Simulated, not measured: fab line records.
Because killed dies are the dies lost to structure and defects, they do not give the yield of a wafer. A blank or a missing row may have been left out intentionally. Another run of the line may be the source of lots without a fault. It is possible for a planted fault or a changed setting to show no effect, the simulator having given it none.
fab line records -- flow sfq-line -- part 2 of 2: steps 23 to 32 of 32
[record] lots = 5, wafers = 15, last-day = 82
route steps=325 shown R5@227 I5@228 C5@240 M6@251
lots that met no fault: taken from a fault-free run of the same line
start-h: hours from the record's opening day to when the first of the lot's shown wafers began -- wait-h: hours from the lot's prior step to this one -- " same as the row above -- L1.1+2: a row that stands for several wafers -- - value missing, or start not given -- * or withheld: withheld -- < > ~ a bound
route shown NAME@n: NAME is a module with steps in the file, n the number in the route of the first one -- usual: average and standard deviation across the fault-free wafers -- same: alike in all rows -- chamber/n: place in a boat -- sites: the reading at each site -- _std_site: the standard deviation of these -- _edge_site: mean of outer sites minus mean of inner sites -- radius-mm: how far each site lies from the wafer's centre -- mask NAME#n: copy n -- behind: tool/chamber where the wafer was last shaped -- hold: the reason the lot was held/the length of the hold in hours/how it ended -- device: whichever transistor did not switch (one of n, p or np) -- end of line: the same wafers' tests at the end of the route -- a step given without rows: its recipe and nothing more -- killed: count of dies lost to structure and defects at first sort (not the wafer's yield) -- map: shows each die of a wafer: x if killed, . if not, _ if none is there
set.NAME: the setting as run; set.NAME@STEP: as run at that earlier step -- model.NAME: the simulator's own value behind a step, which no gauge read
lots at selected steps of the route; one table per step, one row per wafer
services: when a tool's chamber went out of use (start-h, in hours from the record's first day, below 0 if earlier), for how many hours, and the reason
[[steps]]
[step SFQ_TRILAYER_C5_STRIP_STRIP_155]
[recipe] gas = O2, power-w = 200, platen-temp-c = 40, overash-fraction = 0.65, chemistry = O2, pressure-mtorr = 50
[usual] drypump-motor-current-A = 5.53/0.27, oes-product-au = 0.999/0.013
lot.wafer,tool,chamber,start-h,wait-h,drypump-motor-current-A,oes-product-au,rf-hours-counter-h
L074.2,rie-metal-04,1,1452.00,-,5.17,1.017,58
L074.3,rie-metal-04,1,1452.00,-,5.19,1.009,-
L074.5,rie-metal-04,1,1452.00,-,5.17,1.011,-
L075.2,rie-metal-02,0,1529.09,-,5.65,1.000,64
L075.3,rie-metal-02,0,1529.09,-,5.64,1.001,-
L075.4,rie-metal-02,1,1529.09,-,5.90,0.997,-
L078.3,rie-metal-04,0,1542.49,-,5.49,0.990,-
L078.4,rie-metal-04,1,1542.49,-,5.20,1.015,-
L078.6,rie-metal-04,1,1542.49,-,5.21,1.014,-
L091.3,rie-metal-04,0,1679.55,-,5.51,0.979,-
L091.4,rie-metal-04,1,1679.55,-,5.19,1.000,-
L091.6,rie-metal-04,0,1679.55,-,5.50,0.982,-
L096.1,rie-metal-04,0,1784.31,-,5.51,0.989,92
L096.3,rie-metal-04,0,1784.31,-,5.49,0.996,-
L096.5,rie-metal-04,1,1784.31,-,5.20,1.009,-
[step SFQ_TRILAYER_C5_STRIP_SOLV_CLEAN_156]
[recipe] chemistry = NMP, temp-c = 70, time-s = 600
[usual] bath-guard-temp-C = 70.0/0.61
lot.wafer,tool,chamber,start-h,wait-h,bath-guard-temp-C
L074.2,wet-bench-02,6,1452.60,0.4,69.9
L074.3,wet-bench-02,4,1452.60,0.4,70.7
L074.5,wet-bench-02,7,1452.60,0.4,69.1
L075.2,wet-bench-04,4,1529.69,0.4,69.4
L075.3,wet-bench-04,3,1529.69,0.4,69.3
L075.4,wet-bench-04,1,1529.69,0.4,71.0
L078.3,wet-bench-02,0,1542.89,0.2,69.4
L078.4,wet-bench-02,6,1542.89,0.2,69.8
L078.6,wet-bench-02,2,1542.89,0.2,70.4
L091.3,wet-bench-04,0,1679.95,0.2,70.8
L091.4,wet-bench-04,5,1679.95,0.2,69.7
L091.6,wet-bench-04,1,1679.95,0.2,71.5
L096.1,wet-bench-04,7,1784.91,0.4,70.0
L096.3,wet-bench-04,2,1784.91,0.4,70.5
L096.5,wet-bench-04,3,1784.91,0.4,69.3
[step SFQ_TRILAYER_M6_DEP_PRE_CLEAN_158]
[recipe] gas = Ar, time-s = 22.5, bias-v = 250
lot.wafer,tool,chamber,start-h,wait-h
L074.2+3+5,pvd-sputter-04,-,1452.77,0.0
L075.2+3+4,pvd-sputter-06,-,1529.88,0.0
L078.3+4+6,pvd-sputter-03,-,1543.06,0.0
L091.3+4+6,pvd-sputter-03,-,1680.12,0.0
L096.1+3+5,pvd-sputter-03,-,1785.08,0.0
[step SFQ_TRILAYER_M6_DEP_SPUTTER_157]
[recipe] material = Nb, base-pressure-pa = 1.33e-06, chamber-pressure-pa = 0.1333, substrate-temp-c = 20, target-thk-nm = 200, power-w = 2000, time-s = 133.3
[usual] substrate-temp-c = 20.01/0.11, throttle-valve-pct = 29.7/1.3
lot.wafer,tool,chamber,start-h,wait-h,substrate-temp-c,throttle-valve-pct
L074.2,pvd-sputter-04,-,1452.80,0.0,20.04,31.4
L074.3,pvd-sputter-04,-,1452.80,0.0,19.88,30.8
L074.5,pvd-sputter-04,-,1452.80,0.0,20.08,31.1
L075.2,pvd-sputter-06,-,1529.91,0.0,19.90,30.7
L075.3,pvd-sputter-06,-,1529.91,0.0,19.91,29.0
L075.4,pvd-sputter-06,-,1529.91,0.0,19.95,29.5
L078.3,pvd-sputter-03,-,1543.09,0.0,19.99,29.8
L078.4,pvd-sputter-03,-,1543.09,0.0,20.04,29.0
L078.6,pvd-sputter-03,-,1543.09,0.0,20.02,28.3
L091.3,pvd-sputter-03,-,1680.15,0.0,20.27,30.0
L091.4,pvd-sputter-03,-,1680.15,0.0,20.01,31.7
L091.6,pvd-sputter-03,-,1680.15,0.0,20.28,30.0
L096.1,pvd-sputter-03,-,1785.11,0.0,20.05,31.5
L096.3,pvd-sputter-03,-,1785.11,0.0,19.76,28.9
L096.5,pvd-sputter-03,-,1785.11,0.0,19.76,28.7
[step SFQ_M6_RS_MEAS_938]
[recipe] thk-meas-gauge = four-point-probe, reads = Nb_of_TRILAYER_M6_DEP_SPUTTER_157
[usual] M6_NB_RS = 0.889/0.011
lot.wafer,tool,chamber,start-h,wait-h,M6_NB_RS[ohm/sq]
L074.2,film-metro-04,-,1452.91,0.1,0.892
L074.3,film-metro-04,-,1452.91,0.1,0.903
L074.5,film-metro-04,-,1452.91,0.1,0.887
L075.2,film-metro-03,-,1530.02,0.1,0.900
L075.3,film-metro-03,-,1530.02,0.1,0.890
L075.4,film-metro-03,-,1530.02,0.1,0.898
L078.3,film-metro-04,-,1543.22,0.1,0.871
L078.4,film-metro-04,-,1543.22,0.1,0.872
L078.6,film-metro-04,-,1543.22,0.1,0.869
L091.3,film-metro-01,-,1680.28,0.1,0.867
L091.4,film-metro-01,-,1680.28,0.1,0.871
L091.6,film-metro-01,-,1680.28,0.1,0.861
L096.1,film-metro-03,-,1785.20,0.0,0.870
L096.3,film-metro-03,-,1785.20,0.0,0.870
L096.5,film-metro-03,-,1785.20,0.0,0.871
[step SFQ_TRILAYER_M6_LITHO_COAT_164]
[recipe] resist = BARC, spin-rpm = 3000, resist-thk-nm = 62
[usual] resist-line-temp-C = 23.00/0.1
lot.wafer,tool,chamber,start-h,wait-h,resist-line-temp-C
L074.2,litho-track-03,0,1453.30,0.3,22.99
L074.3,litho-track-03,0,1453.30,0.3,23.11
L074.5,litho-track-03,0,1453.30,0.3,23.11
L075.2,litho-track-04,0,1530.23,0.1,22.97
L075.3,litho-track-04,0,1530.23,0.1,23.04
L075.4,litho-track-04,0,1530.23,0.1,23.05
L078.3,litho-track-03,0,1543.46,0.1,23.03
L078.4,litho-track-03,0,1543.46,0.1,23.01
L078.6,litho-track-03,0,1543.46,0.1,23.03
L091.3,litho-track-02,0,1680.52,0.1,22.87
L091.4,litho-track-02,0,1680.52,0.1,23.09
L091.6,litho-track-02,0,1680.52,0.1,22.98
L096.1,litho-track-02,0,1785.38,0.1,22.94
L096.3,litho-track-02,0,1785.38,0.1,22.92
L096.5,litho-track-02,0,1785.38,0.1,22.90
[step SFQ_TRILAYER_M6_LITHO_COAT_159]
[recipe] resist = KrF, spin-rpm = 3000, resist-thk-nm = 600
[usual] resist-line-temp-C = 23.00/0.099
lot.wafer,tool,chamber,start-h,wait-h,resist-line-temp-C
L074.2,litho-track-03,0,1453.60,0.2,23.19
L074.3,litho-track-03,0,1453.60,0.2,23.06
L074.5,litho-track-03,0,1453.60,0.2,22.95
L075.2,litho-track-04,0,1530.53,0.2,23.09
L075.3,litho-track-04,0,1530.53,0.2,23.16
L075.4,litho-track-04,0,1530.53,0.2,23.05
L078.3,litho-track-03,0,1543.76,0.2,23.08
L078.4,litho-track-03,0,1543.76,0.2,23.05
L078.6,litho-track-03,0,1543.76,0.2,23.18
L091.3,litho-track-02,0,1680.82,0.2,22.82
L091.4,litho-track-02,0,1680.82,0.2,22.87
L091.6,litho-track-02,0,1680.82,0.2,22.97
L096.1,litho-track-02,0,1785.68,0.2,22.91
L096.3,litho-track-02,0,1785.68,0.2,23.04
L096.5,litho-track-02,0,1785.68,0.2,23.09
[step SFQ_TRILAYER_M6_LITHO_SOFTBAKE_163]
[recipe] temp-c = withheld, time-s = withheld, resist = KrF
[usual] resist-line-temp-C = *
lot.wafer,tool,chamber,start-h,wait-h,resist-line-temp-C
L074.2,litho-track-03,0,1453.87,0.2,*
L074.3,litho-track-03,0,1453.87,0.2,*
L074.5,litho-track-03,0,1453.87,0.2,*
L075.2,litho-track-04,0,1530.80,0.2,*
L075.3,litho-track-04,0,1530.80,0.2,*
L075.4,litho-track-04,0,1530.80,0.2,*
L078.3,litho-track-03,0,1544.01,0.2,*
L078.4,litho-track-03,0,1544.01,0.2,*
L078.6,litho-track-03,0,1544.01,0.2,*
L091.3,litho-track-02,0,1681.07,0.2,*
L091.4,litho-track-02,0,1681.07,0.2,*
L091.6,litho-track-02,0,1681.07,0.2,*
L096.1,litho-track-02,0,1785.98,0.2,*
L096.3,litho-track-02,0,1785.98,0.2,*
L096.5,litho-track-02,0,1785.98,0.2,*
[step SFQ_TRILAYER_M6_LITHO_EXPOSE_160]
[recipe] mask-id = M6, na = 0.6, source-shape = conventional, sigma-outer = 0.65, target-cd-nm = 500, dose-mj = 14.4
[usual] focus-offset-nm = -0.1/0.5
[same] na = 0.6
lot.wafer,tool,chamber,start-h,wait-h,mask,focus-offset-nm
L074.2,krf-scanner-02,0,1470.95,-,M6#0,-0.8
L074.3,krf-scanner-02,0,1470.95,-,M6#0,-0.2
L074.5,krf-scanner-02,0,1470.95,-,M6#0,-0.3
L075.2,krf-scanner-02,0,1537.73,-,M6#0,0.1
L075.3,krf-scanner-02,0,1537.73,-,M6#0,0.2
L075.4,krf-scanner-02,0,1537.73,-,M6#0,0.2
L078.3,krf-scanner-01,0,1629.45,-,M6#0,0.8
L078.4,krf-scanner-01,0,1629.45,-,M6#0,0.8
L078.6,krf-scanner-01,0,1629.45,-,M6#0,0.8
L091.3,krf-scanner-01,0,1716.86,-,M6#0,0.4
L091.4,krf-scanner-01,0,1716.86,-,M6#0,-0.1
L091.6,krf-scanner-01,0,1716.86,-,M6#0,0.9
L096.1,krf-scanner-02,0,1786.13,-,M6#0,-0.3
L096.3,krf-scanner-02,0,1786.13,-,M6#0,-0.6
L096.5,krf-scanner-02,0,1786.13,-,M6#0,-0.5
[step SFQ_TRILAYER_M6_LITHO_PEB_162]
[recipe] peb-temp-c = 115, peb-time-s = 60, resist = KrF
[usual] resist-line-temp-C = 23.01/0.1
lot.wafer,tool,chamber,start-h,wait-h,resist-line-temp-C
L074.2,litho-track-02,0,1471.97,0.8,22.96
L074.3,litho-track-02,0,1471.97,0.8,22.94
L074.5,litho-track-02,0,1471.97,0.8,23.07
L075.2,litho-track-04,0,1538.75,0.8,23.01
L075.3,litho-track-04,0,1538.75,0.8,23.17
L075.4,litho-track-04,0,1538.75,0.8,23.02
L078.3,litho-track-02,0,1630.30,0.7,23.08
L078.4,litho-track-02,0,1630.30,0.7,23.09
L078.6,litho-track-02,0,1630.30,0.7,23.07
L091.3,litho-track-03,0,1717.71,0.7,23.04
L091.4,litho-track-03,0,1717.71,0.7,23.06
L091.6,litho-track-03,0,1717.71,0.7,22.90
L096.1,litho-track-03,0,1787.33,1.0,22.87
L096.3,litho-track-03,0,1787.33,1.0,22.92
L096.5,litho-track-03,0,1787.33,1.0,23.03
[[services]]
tool,chamber,start-h,hours,kind
krf-scanner-02,-,1333.57,0.3,repair
rie-diel-03,0,1362.13,3.8,repair
krf-scanner-01,-,1375.39,1.0,pm
krf-scanner-01,-,1385.99,4.4,pm
rie-diel-03,3,1391.05,6.5,repair
krf-scanner-01,-,1394.58,1.4,repair
krf-scanner-01,-,1413.90,1.3,pm
krf-scanner-02,-,1421.89,1.0,pm
krf-scanner-01,-,1422.91,0.9,repair
krf-scanner-01,-,1425.03,3.0,pm
krf-scanner-01,-,1428.03,0.8,pm
rie-diel-03,-,1453.16,0.4,repair
krf-scanner-01,-,1500.59,1.7,repair
rie-diel-03,3,1521.67,6.2,repair
krf-scanner-01,-,1544.26,1.0,pm
rie-diel-03,1,1545.50,6.1,repair
krf-scanner-01,-,1589.80,1.3,pm
krf-scanner-01,-,1635.34,3.5,repair
krf-scanner-01,-,1684.92,3.6,pm
krf-scanner-01,-,1708.99,0.3,repair
krf-scanner-01,-,1713.06,1.0,pm
krf-scanner-01,-,1744.04,4.0,pm
rie-diel-03,-,1764.99,15.6,pm
krf-scanner-01,-,1765.73,1.3,pm
